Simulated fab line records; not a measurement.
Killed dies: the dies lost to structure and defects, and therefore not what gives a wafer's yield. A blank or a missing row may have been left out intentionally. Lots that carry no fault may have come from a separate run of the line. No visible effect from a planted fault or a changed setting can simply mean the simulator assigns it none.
What tool caused it? | flow sky130 | Sampling: 10 lots, 30 wafers, 6 of 708 route steps

## WHAT EACH GAUGE READ, for each wafer
SKY_CAP2M_THK_MEAS_01.
lot  | measured     | on           | CAP2M_CVD_00_THK (nm)
L823 | day 40 08:23 | filmMetro-02 | 15.38 15.56 15.79
L826 | day 42 06:53 | filmMetro-04 | 15.17 15.47 15.55
L827 | day 42 11:26 | filmMetro-02 | 15.90 15.65 15.95
L829 | day 42 15:59 | filmMetro-04 | 15.45 15.95 15.72
L828 | day 42 19:13 | filmMetro-01 | 15.29 15.43 15.52
L830 | day 42 20:11 | filmMetro-04 | 15.16 15.24 15.39
L831 | day 42 20:41 | filmMetro-01 | 15.12 15.41 15.35
L832 | day 42 21:41 | filmMetro-02 | 15.48 15.83 15.51
L834 | day 43 18:40 | filmMetro-04 | 15.82 15.85 15.63
L837 | day 44 17:38 | filmMetro-01 | 15.36 15.37 15.39

SKY_CAP2M_RS_MEAS_03: the measuring method here is four-point-probe.
lot  | measured     | on           | CAP2M_TIN_RS (ohm/sq)
L823 | day 40 08:33 | filmMetro-04 | 7.02 6.94 7.14
L826 | day 42 07:05 | filmMetro-01 | 7.05 7.02 6.97
L827 | day 42 11:37 | filmMetro-01 | 6.90 6.97 6.95
L829 | day 42 16:10 | filmMetro-01 | 6.85 6.91 6.96
L828 | day 42 19:23 | filmMetro-02 | 6.81 6.92 6.98
L830 | day 42 20:21 | filmMetro-01 | 4.59 4.60 4.60
L831 | day 42 20:52 | filmMetro-01 | 4.68 4.65 4.65
L832 | day 42 21:53 | filmMetro-02 | 6.81 6.76 6.75
L834 | day 43 18:50 | filmMetro-01 | 4.66 4.65 4.64
L837 | day 44 17:49 | filmMetro-04 | 6.76 6.91 6.90

SKY_CAP2M_THK_MEAS_04: measures by xrf.
lot  | measured     | on           | CAP2M_TIN_THK (nm)
L823 | day 40 08:40 | filmMetro-04 | 195.8 198.1 192.9
L826 | day 42 07:13 | filmMetro-01 | 195.3 197.9 197.9
L827 | day 42 11:44 | filmMetro-01 | 199.0 198.0 197.5
L829 | day 42 16:16 | filmMetro-01 | 201.1 199.6 198.3
L828 | day 42 19:30 | filmMetro-02 | 202.0 199.3 198.0
L830 | day 42 20:28 | filmMetro-01 | 298.0 297.4 295.4
L831 | day 42 20:59 | filmMetro-01 | 292.7 295.3 295.8
L832 | day 42 21:58 | filmMetro-02 | 201.6 203.5 203.5
L834 | day 43 18:57 | filmMetro-01 | 292.8 294.9 293.8
L837 | day 44 17:56 | filmMetro-04 | 202.7 199.4 198.8

SKY_CAP2M_OVL_MEAS_12.
lot  | measured     | on         | CAP2M_OVL (nm)
L823 | day 41 08:53 | overlay-01 | -3.1 -2.6 -0.9
L826 | day 43 05:23 | overlay-01 | -0.3 3.8 1.8
L827 | day 43 08:52 | overlay-01 | -1.7 -3.0 -1.0
L829 | day 43 15:23 | overlay-01 | -0.1 -0.6 -0.9
L828 | day 43 16:57 | overlay-01 | 1.5 -0.1 1.8
L830 | day 43 18:25 | overlay-02 | -2.0 -1.2 -0.2
L831 | day 43 18:32 | overlay-01 | -0.5 -3.3 0.5
L832 | day 43 19:31 | overlay-02 | 1.4 0.8 2.3
L834 | day 44 16:43 | overlay-01 | 1.3 0.4 0.4
L837 | day 45 14:10 | overlay-01 | -0.6 -1.4 1.2

## WHAT TOOL EACH LOT RAN ON (gives the tool, then ch and the chambers of the sampled wafers, and finally the start)
lot  | SKY_METAL4_SPUTTER_03       | SKY_CAP2M_SPUTTER_02
L823 | pvdSputter-01, day 40 08:18 | pvdSputter-04, day 40 08:26
L826 | pvdSputter-03, day 42 06:47 | pvdSputter-02, day 42 06:56
L827 | pvdSputter-03, day 42 11:21 | pvdSputter-02, day 42 11:30
L829 | pvdSputter-04, day 42 15:53 | pvdSputter-02, day 42 16:02
L828 | pvdSputter-04, day 42 19:06 | pvdSputter-01, day 42 19:16
L830 | pvdSputter-01, day 42 20:05 | pvdSputter-02, day 42 20:14
L831 | pvdSputter-04, day 42 20:36 | pvdSputter-02, day 42 20:45
L832 | pvdSputter-04, day 42 21:34 | pvdSputter-04, day 42 21:46
L834 | pvdSputter-04, day 43 18:33 | pvdSputter-02, day 43 18:43
L837 | pvdSputter-04, day 44 17:33 | pvdSputter-01, day 44 17:42
- SKY_METAL4_SPUTTER_03: material Ti, target thk 5 nm, time 3.3 s.
- SKY_CAP2M_SPUTTER_02: material TiN, target thk 200 nm, time 166.7 s.

## WHAT THE TOOLS THEMSELVES READ (means of the sampled wafers that have a number; where no wafer has one, the mark that the record gives instead)
SKY_METAL4_SPUTTER_03.
lot  | tool          | chamberPressurePa (Pa) | throttleValvePct (%)
L823 | pvdSputter-01 | 0.3998                 | 29.4
L826 | pvdSputter-03 | 0.4000                 | 29.9
L827 | pvdSputter-03 | 0.3991                 | 29.9
L829 | pvdSputter-04 | 0.3996                 | 30.0
L828 | pvdSputter-04 | 0.4000                 | 30.4
L830 | pvdSputter-01 | 0.3996                 | 29.4
L831 | pvdSputter-04 | 0.3998                 | 31.1
L832 | pvdSputter-04 | 0.3996                 | 30.4
L834 | pvdSputter-04 | 0.3996                 | 30.6
L837 | pvdSputter-04 | 0.4003                 | 30.4

SKY_CAP2M_SPUTTER_02.
lot  | tool          | chamberPressurePa (Pa) | substrateTempC (C) | throttleValvePct (%)
L823 | pvdSputter-04 | 0.3999                 | 299.95             | 30.5
L826 | pvdSputter-02 | 0.4005                 | 300.05             | 29.8
L827 | pvdSputter-02 | 0.3989                 | 299.87             | 30.3
L829 | pvdSputter-02 | 0.4004                 | 300.16             | 30.3
L828 | pvdSputter-01 | 0.3993                 | 299.99             | 29.3
L830 | pvdSputter-02 | 0.4005                 | 299.90             | 30.2
L831 | pvdSputter-02 | 0.4005                 | 299.92             | 29.9
L832 | pvdSputter-04 | 0.4003                 | 300.15             | 30.6
L834 | pvdSputter-02 | 0.4002                 | 300.14             | 29.9
L837 | pvdSputter-01 | 0.3998                 | 299.94             | 29.4

## THE ANSWER, worked out from the rows above alone
Rule: the usual values come from the lots themselves. Put in order of their means at a reading, lots are off if they are a third of the lots or fewer, leave a main group of 4 or more, and stand apart from it by a gap of 3 or more times the standard deviation of the main group's means; of several such gaps the widest counts. If all means in a main group match to the digits the tables above print for the reading, that group is not used. Also off: a lot with no number at a reading for which 4 or more lots have one. Any other lot the step has rows for is counted as sound. After the gauges, taken in route order, come the tools' own readings; for these a lot's mean is taken, as printed above. At the first step where some lot is off, the reading lying furthest off is the one used; lots without a number count as furthest.
Off: at SKY_CAP2M_RS_MEAS_03 (CAP2M_TIN_RS), L830, L831, L834. The main group: mean 6.92 ohm/sq, standard deviation 0.083.
A tool fits if, at a process step before that reading, it ran every lot that is off, and no sound lot after the first of them. Those tools and the gauges at SKY_CAP2M_RS_MEAS_03 are tried in the same way. This does not decide it: 2 tools fit, namely pvdSputter-02 at SKY_CAP2M_SPUTTER_02 and filmMetro-01 at SKY_CAP2M_RS_MEAS_03.

## WHAT THE SIMULATOR PUT IN
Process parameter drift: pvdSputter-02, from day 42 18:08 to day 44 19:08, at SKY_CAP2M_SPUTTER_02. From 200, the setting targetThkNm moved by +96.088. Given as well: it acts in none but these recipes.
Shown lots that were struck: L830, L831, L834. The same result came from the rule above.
